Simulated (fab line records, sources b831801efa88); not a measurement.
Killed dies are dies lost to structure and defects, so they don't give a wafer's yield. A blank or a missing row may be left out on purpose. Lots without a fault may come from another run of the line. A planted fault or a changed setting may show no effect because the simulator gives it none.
Chamber matching | flow gf180mcu | GF_MIM_CVD_05 on pecvd-04: 3 sister chambers
The step deposits Si3N4, target thk 42 nm, time 29.086 s. 6 wafers are shown with their chamber, then 9 later ones without.

WAFERS WITH THEIR CHAMBER
wafer  | chamber | heater_power_w (W) | rf_fwd_power_W (W)
L085.4 | 2       | 831                | 447.6
L085.5 | 0       | 497                | 443.9
L085.6 | 1       | 698                | 445.9
L087.3 | 1       | 650                | 444.3
L087.5 | 0       | 514                | 444.5
L087.6 | 2       | 786                | 445.1

WAFERS WITHOUT THEIR CHAMBER
wafer  | heater_power_w (W) | rf_fwd_power_W (W)
L089.1 | 615                | 445.4
L089.2 | 682                | 444.9
L089.3 | 505                | 444.1
L091.2 | 837                | 446.6
L091.3 | 660                | 445.5
L091.6 | 547                | 444.1
L095.1 | 489                | 443.4
L095.4 | 612                | 446.0
L095.6 | 489                | 445.8

WHICH CHAMBER EACH WENT THROUGH
wafer  | from the rows above     | in truth
L089.1 | can't be placed: 1 or 0 | 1
L089.2 | 1                       | 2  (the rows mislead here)
L089.3 | 0                       | 0
L091.2 | 2                       | 2
L091.3 | 1                       | 1
L091.6 | 0                       | 0
L095.1 | 0                       | 0
L095.4 | can't be placed: 1 or 0 | 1
L095.6 | 0                       | 0
Placed correctly: 6 of 9. Can't be placed from these rows: 2 (the true chamber is among the candidates in 2). Placed wrongly: 1.
How it was worked out, from the rows above alone: a wafer's distance from a chamber is the root of the sum, over the readings, of the square of ((its reading less the chamber's mean) divided by the reading's scatter). The wafer belongs to the nearest chamber; if the next one is less than 2 further off, it can't be placed. A chamber's mean is the mean of its shown wafers. The scatter: the root of (the sum of the squares of (reading less its chamber's mean) over the shown wafers, divided by (wafers less chambers)).
